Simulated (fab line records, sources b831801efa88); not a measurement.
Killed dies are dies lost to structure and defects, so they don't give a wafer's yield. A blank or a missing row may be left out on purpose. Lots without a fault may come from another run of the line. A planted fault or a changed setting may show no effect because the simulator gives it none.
A struck lot beside a sound one | flow sky130 | 16 steps out of a route of 708
Sound: wafers L106.2, L106.4, L106.6. Struck: wafers L115.1, L115.3, L115.6. The cause comes at the end.
At each step with rows: each side's tool, then ch and its chambers, then its first start. Under that, the readings that differ: sound wafers | struck wafers | difference of the means | sigmas: that difference in standard deviations of wafers without a fault.
alike: readings whose means differ by less than 2 such deviations, and words and numbers that are the same on both sides. not compared: withheld readings, readings that some wafer has no value for, bounds like >300 that may hide the same value, and numbers for which the record gives no deviation and whose values overlap.
The two part at a step that has a row with sigmas, a row that says differs or no value, or rows on one side only. Numbers that don't overlap but have no deviation are shown without sigmas and don't part them. A reading that every wafer of one side lacks parts them only if that side has two wafers or more.

first, 1 step without rows for these wafers: SKY_SONOS_ONO_CVD_04 (deposits SiO2 from SiH4/N2O, target thk 5.7199 nm).
SKY_SONOS_ONO_THK_MEAS_05:
  sound on film_metro-01, day 13 15:54; struck on film_metro-04, day 16 23:19
  alike: SONOS_ONO_CVD_04_THK
then, 7 steps without rows for these wafers: SKY_SONOS_ONO_DEHYDRATE_06 (time 60 s); SKY_SONOS_ONO_HMDS_07 (prime time 60 s); SKY_SONOS_ONO_COAT_08 (resist thk 1140 nm); SKY_SONOS_ONO_SOFTBAKE_09 (time 60 s); SKY_SONOS_ONO_EXPOSE_10 (exposes mask ONOM, target cd 410 nm); SKY_SONOS_ONO_PEB_11; SKY_SONOS_ONO_DEVELOP_12 (develop time 60 s).
SKY_SONOS_ONO_CD_MEAS_13: target cd 410 nm.
  sound on cd_sem-02, day 14 17:38; struck on cd_sem-01, day 18 04:08
  alike: cd_nm
SKY_SONOS_ONO_OVL_MEAS_14:
  sound on overlay-02, day 14 17:44; struck on overlay-02, day 18 04:15
  alike: SONOS_ONO_OVL
SKY_SONOS_ONO_ETCH_15: etches the open film in CHF3/O2, target depth 19.52 nm, time 7.8 s.
  sound on rie_diel-04 ch 2,3, day 14 17:46; struck on rie_diel-01 ch 0,1,2, day 18 04:17
  alike: O2_flow_sccm, bias_w, drypump_motor_current_A, oes_product_au, throttle_valve_pct
  not compared: rf_hours_counter_h
SKY_SONOS_ONO_WET_ETCH_16: etches SiO2 in dHF, target depth 14 nm, time 280 s.
  sound on wet_bench-04 ch 0, day 14 17:47; struck on wet_bench-02 ch 2, day 18 04:19
  no value came back on the struck wafers for bath_heat_duty_pct (%), run_length_s (s); on the sound wafers bath_heat_duty_pct (%) reads 6.4 6.4 6.5
  reading                                      | sound           | struck            | difference | sigmas
  model.SiO2_of_FIELD_ISO_CVD_24.thk_nm (nm)   | 383.7 384.4 384 | 397.6 398.1 398.5 | +14.0      |
  model.SiO2_of_NWELL_OXIDATION_01.thk_nm (nm) | 0 0 0           | 5.209 5.289 5.283 | +5.260     |
SKY_SONOS_ONO_STRIP_17: strips in O2/N2.
  sound on plasma_asher-02 ch 0,1, day 14 17:53; struck on plasma_asher-04 ch 0,1, day 18 04:23
  alike: drypump_motor_current_A, oes_product_au, strip_time_to_endpoint_s
  not compared: rf_hours_counter_h
SKY_SONOS_ONO_WET_ETCH_18: etches Si3N4 in H3PO4, target depth 15 nm, time 172 s.
  sound on wet_bench-02 ch 3, day 14 17:59; struck on wet_bench-04 ch 3, day 18 04:29
  reading                                    | sound             | struck          | difference | sigmas
  model.SiO2_of_FIELD_ISO_CVD_24.thk_nm (nm) | 383.6 384.3 383.9 | 397.4 398 398.3 | +14.0      |
  alike: bath_guard_temp_C, bath_heat_duty_pct
-- the record jumps here: 31 days lie between the struck wafers' starts before and after (it left off in module SONOS_ONO and takes up again in module PAD_OPEN, whose first step shown is number 708 of the route) --
SKY_PAD_OPEN_PROBE_99:
  sound on prober-01, day 47 09:45; struck on prober-02, day 49 14:29
  reading             | sound    | struck      | difference | sigmas
  killed_at_front_end | 11 10 18 | 415 429 431 | +412       | +99 or more
  killed_dies         | 82 76 99 | 492 492 492 | +406       | +46
  killed_on_rim       | 18 18 17 | 96 96 96    | +78        | +21
  alike: killed_at_M0_to_M3, killed_at_M4_up, killed_at_contacts, killed_at_other, killed_open, killed_short

WHERE THEY PART
First at SKY_SONOS_ONO_WET_ETCH_16; last, within this record, at SKY_PAD_OPEN_PROBE_99.

WHY: what the simulator had put in
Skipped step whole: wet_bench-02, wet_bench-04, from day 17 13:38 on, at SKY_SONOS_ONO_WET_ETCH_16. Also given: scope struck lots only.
